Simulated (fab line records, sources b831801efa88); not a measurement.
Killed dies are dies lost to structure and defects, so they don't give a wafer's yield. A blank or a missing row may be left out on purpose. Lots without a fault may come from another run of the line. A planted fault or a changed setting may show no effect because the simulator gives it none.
Tool commonality check | flow sky130 | 12 lots, 36 wafers sampled

WHY IT WAS OPENED
At SKY_SONOS_ONO_THK_MEAS_05 the reading SONOS_ONO_CVD_04_THK is flagged on 3 of 12 lots. Wafers without a fault read 5.73 nm, standard deviation 0.11.
Rule: a lot is flagged when every wafer of it that has a number lies more than 4 standard deviations from that mean, or none has a number. The other lots count as sound.

lot  | measured     | on            | SONOS_ONO_CVD_04_THK (nm), wafer by wafer | flag
L987 | day 11 19:44 | film_metro-01 | 5.66 5.55 5.55                            |
L989 | day 12 18:13 | film_metro-02 | 5.73 5.69 5.82                            |
L990 | day 13 05:55 | film_metro-01 | 5.85 5.81 5.76                            |
L992 | day 13 21:19 | film_metro-04 | 5.70 5.79 5.74                            |
L994 | day 14 07:52 | film_metro-04 | 5.72 5.74 5.83                            |
L995 | day 14 16:51 | film_metro-04 | 5.68 5.77 5.69                            |
L997 | day 15 20:41 | film_metro-04 | 5.94 5.97 5.94                            |
L998 | day 16 06:59 | film_metro-01 | 5.62 5.73 5.78                            |
L100 | day 17 15:28 | film_metro-02 | 5.63 5.56 5.68                            |
L106 | day 18 10:14 | film_metro-04 | 7.59 7.58 7.45                            | FLAGGED
L107 | day 18 19:07 | film_metro-04 | 7.77 7.66 7.50                            | FLAGGED
L108 | day 19 07:46 | film_metro-04 | 7.47 7.42 7.44                            | FLAGGED
The numbers of the flagged lots are 7.54 nm on average: +1.81 nm against the usual, or +16 standard deviations.

WHICH TOOL RAN EACH LOT
The record holds 1 process step before the reading, out of a route of 708 steps. In each cell: the tool, then ch and the chambers that the sampled wafers went through, then the start.
lot  | flag    | SKY_SONOS_ONO_CVD_04
L987 |         | lpcvd-03 ch 0, day 11 18:29
L989 |         | lpcvd-03 ch 0, day 12 16:57
L990 |         | lpcvd-03 ch 0, day 13 04:39
L992 |         | lpcvd-03 ch 1, day 13 20:04
L994 |         | lpcvd-03 ch 0, day 14 06:36
L995 |         | lpcvd-03 ch 0, day 14 15:36
L997 |         | lpcvd-03 ch 0, day 15 19:25
L998 |         | lpcvd-03 ch 0, day 16 05:44
L100 |         | lpcvd-03 ch 0, day 17 14:13
L106 | FLAGGED | lpcvd-03 ch 1, day 18 08:58
L107 | FLAGGED | lpcvd-03 ch 1, day 18 17:50
L108 | FLAGGED | lpcvd-03 ch 0, day 19 05:53
What these steps do:
- SKY_SONOS_ONO_CVD_04: deposits SiO2 from SiH4/N2O, target thk 5.7199 nm.
- SKY_SONOS_ONO_THK_MEAS_05

FLAGGED OVER TOTAL, TOOL BY TOOL (the gauges that took the reading come last)
step                      | tool          | lots run | flagged | share of the flagged lots | sound lots run after its first flagged lot
SKY_SONOS_ONO_CVD_04      | lpcvd-03      | 12       | 3       | all                       | 0
SKY_SONOS_ONO_THK_MEAS_05 | film_metro-01 | 3        | 0       | none                      | -
SKY_SONOS_ONO_THK_MEAS_05 | film_metro-02 | 2        | 0       | none                      | -
SKY_SONOS_ONO_THK_MEAS_05 | film_metro-04 | 7        | 3       | all                       | 0

WHAT THE TABLE ALLOWS
2 rows of the table ran every flagged lot: lpcvd-03 at SKY_SONOS_ONO_CVD_04, film_metro-04 at SKY_SONOS_ONO_THK_MEAS_05.
- lpcvd-03 at SKY_SONOS_ONO_CVD_04: 3 of its 12 lots flagged. Its last sound lot is L100 (day 17 14:13), its first flagged lot L106 (day 18 08:58): a fault that began between those two fits.
- film_metro-04 at SKY_SONOS_ONO_THK_MEAS_05: 3 of its 7 lots flagged. Its last sound lot is L997 (day 15 20:41), its first flagged lot L106 (day 18 10:14): a fault that began between those two fits.
Counting lots can't tell these 2 tools apart, because each fits a fault that began at some hour. More lots, or a look at what each step does to the wafer, might.

WHAT THE SIMULATOR HAD PUT IN
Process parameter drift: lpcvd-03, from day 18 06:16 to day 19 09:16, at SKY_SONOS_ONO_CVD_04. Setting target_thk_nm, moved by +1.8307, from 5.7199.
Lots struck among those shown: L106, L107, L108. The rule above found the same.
